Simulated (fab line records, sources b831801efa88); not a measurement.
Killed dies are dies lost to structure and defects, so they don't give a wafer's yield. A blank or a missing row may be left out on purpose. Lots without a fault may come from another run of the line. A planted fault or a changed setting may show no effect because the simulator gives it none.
fab line records | flow gf180mcu
record lots=5 wafers=15 last_day=34
route steps=602 shown CONTACT@290
lots that met no fault: from a run of the same line without faults
start_h: hours from the record's first day to the start of the lot's first wafer shown | wait_h: hours since the lot's step before | " the same as in the row above | L1.1+2: a row that stands for several wafers | - no value, or no start given | * or withheld: withheld | < > ~ a bound
route shown NAME@n: a module of which the file shows steps, and the number in the route of the first | usual: mean/standard deviation of fault-free wafers | same: alike in all rows | chamber/n: place in a boat | sites: the reading at each site | _std_site: their standard deviation | _edge_site: outer sites' mean less inner sites' | radius_mm: how far each site lies from the wafer's centre | mask NAME#n: copy n | behind: the tool/chamber that last shaped the wafer | hold: why the lot was held/for how many hours/how that ended | device: the transistor (n, p or np) that didn't switch | end of line: the same wafers' tests at the end of the route | a step without rows: its recipe alone | killed: dies lost to structure and defects at the first sort, not the wafer's yield | map: a wafer's dies, x killed, . not, _ none there
set.NAME: the setting as run; set.NAME@STEP: as run at that earlier step | model.NAME: the simulator's own value behind a step, which no gauge read
lots at some steps of the route; a table a step, a row a wafer
services: from which hour (start_h, from the record's first day; less than 0 if before it) a tool's chamber was out of use, for how many hours, and why
## steps
# step GF_CONTACT_THK_MEAS_03
# recipe reads=SiO2_of_CONTACT_CVD_02
# usual CONTACT_CVD_02_THK=859/10
# columns lot.wafer tool chamber start_h wait_h CONTACT_CVD_02_THK[nm]
L081.2 film_metro-03 - 403.58 0.0 850
L081.3 " - " " 845
L081.6 " - " " 859
L083.1 film_metro-03 - 417.26 0.0 847
L083.5 " - " " 863
L083.6 " - " " 865
L086.3 film_metro-01 - 445.49 0.1 860
L086.5 " - " " 868
L086.6 " - " " 866
L089.3 film_metro-02 - 469.98 0.1 852
L089.4 " - " " 869
L089.5 " - " " 875
L097.1 film_metro-03 - 535.75 0.0 851
L097.2 " - " " 853
L097.6 " - " " 855
# step GF_CONTACT_CMP_04
# recipe material=SiO2 down_force_psi=4 platen_rpm=60 pad_velocity_m_s=0.94248
# usual motor_current_A=11.8/0.99 time_to_endpoint_s=111/5.1
# columns lot.wafer tool chamber start_h wait_h motor_current_A time_to_endpoint_s
L081.3 cmp-02 0 403.68 0.1 10.3 105
L081.2 " 2 " " 11.3 107
L081.6 " 0 " " 10.3 110
L083.1 cmp-01 2 417.47 0.2 13.1 106
L083.6 " 3 " " 12.8 111
L083.5 " 0 " " 11.0 109
L086.3 cmp-01 3 445.63 0.1 12.7 108
L086.5 " 1 " " 13.2 111
L086.6 " 2 " " 13.1 110
L089.4 cmp-01 1 470.02 0.0 12.9 114
L089.3 " 3 " " 12.3 111
L089.5 " 2 " " 12.6 115
L097.1 cmp-01 2 535.86 0.1 12.5 111
L097.2 " 0 " " 11.4 110
L097.6 " 2 " " 12.9 114
# step GF_CONTACT_BOW_MEAS_05
# recipe mode=bow
# usual CONTACT_BOW=65/6.9
# columns lot.wafer tool chamber start_h wait_h CONTACT_BOW[um]
L081.2 film_metro-02 - 403.95 0.1 63
L081.3 " - " " 64
L081.6 " - " " 69
L083.1 film_metro-02 - 417.62 0.1 66
L083.5 " - " " 65
L083.6 " - " " 75
L086.3 film_metro-03 - 445.87 0.2 63
L086.5 " - " " 55
L086.6 " - " " 59
L089.3 film_metro-02 - 470.36 0.2 66
L089.4 " - " " 68
L089.5 " - " " 63
L097.1 film_metro-02 - 536.11 0.2 60
L097.2 " - " " 59
L097.6 " - " " 61
# step GF_CONTACT_DEHYDRATE_06
# recipe temp_c=200 time_s=60
# columns lot.wafer tool chamber start_h wait_h
L081.2+3+6 litho_track-01 0 415.27 11.3
L083.1+5+6 litho_track-04 0 429.38 11.7
L086.3+5+6 litho_track-04 0 457.73 11.8
L089.3+4+5 litho_track-01 0 482.09 11.7
L097.1+2+6 litho_track-04 0 546.33 10.2
# step GF_CONTACT_HMDS_07
# recipe prime_time_s=60 prime_temp_c=120
# columns lot.wafer tool chamber start_h wait_h
L081.2+3+6 litho_track-01 0 415.42 0.1
L083.1+5+6 litho_track-04 0 429.53 0.1
L086.3+5+6 litho_track-04 0 457.88 0.1
L089.3+4+5 litho_track-01 0 482.24 0.1
L097.1+2+6 litho_track-04 0 546.48 0.1
# step GF_CONTACT_COAT_08
# recipe resist=BARC temp_c=withheld time_s=withheld spin_rpm=withheld resist_thk_nm=withheld
# columns lot.wafer tool chamber start_h wait_h
L081.2+3+6 litho_track-01 0 415.57 0.1
L083.1+5+6 litho_track-04 0 429.68 0.1
L086.3+5+6 litho_track-04 0 458.03 0.1
L089.3+4+5 litho_track-01 0 482.39 0.1
L097.1+2+6 litho_track-04 0 546.63 0.1
# step GF_CONTACT_COAT_09
# recipe resist=KrF spin_rpm=withheld resist_thk_nm=1000
# columns lot.wafer tool chamber start_h wait_h
L081.2+3+6 litho_track-01 0 - -
L083.1+5+6 litho_track-04 0 - -
L086.3+5+6 litho_track-04 0 - -
L089.3+4+5 litho_track-01 0 - -
L097.1+2+6 litho_track-04 0 - -
# step GF_CONTACT_SOFTBAKE_10
# recipe temp_c=130 time_s=60 resist=KrF
# columns lot.wafer tool chamber start_h wait_h
L081.2+3+6 litho_track-01 0 - -
L083.1+5+6 litho_track-04 0 - -
L086.3+5+6 litho_track-04 0 - -
L089.3+4+5 litho_track-01 0 - -
L097.1+2+6 litho_track-04 0 - -
# step GF_CONTACT_EXPOSE_11
# recipe mask_id=Contact target_cd_nm=220 na=0.68 source_shape=conventional sigma_outer=0.6 dose_mj=38
# columns lot.wafer tool chamber start_h wait_h mask
L081.2+3+6 krf_scanner-02 0 - - Contact#0
L083.1+5+6 krf_scanner-01 0 - - Contact#0
L086.3+5+6 krf_scanner-01 0 - - Contact#0
L089.3+4+5 krf_scanner-02 0 - - Contact#0
L097.1+2+6 krf_scanner-01 0 - - Contact#0
## services
# columns tool chamber start_h hours kind
krf_scanner-02 - 395.79 16.3 repair
cmp-01 - 404.00 4.0 pm
cmp-01 - 408.00 - consumable_replace:conditioner
cmp-01 - 408.00 - consumable_replace:pad
krf_scanner-01 - 412.14 1.0 pm
krf_scanner-01 0 412.36 - calibration
krf_scanner-01 - 413.14 7.2 pm
krf_scanner-01 - 432.92 4.0 pm
krf_scanner-02 - 439.16 1.0 pm
cmp-01 - 451.10 0.6 repair
krf_scanner-01 - 458.67 0.8 pm
cmp-02 - 460.92 5.3 pm
krf_scanner-02 - 479.48 0.8 pm
krf_scanner-02 - 507.67 1.3 pm
krf_scanner-01 - 510.61 1.9 repair
krf_scanner-02 0 518.35 - calibration
krf_scanner-02 - 535.24 3.0 pm
krf_scanner-01 - 543.02 1.3 pm
## key
fault none
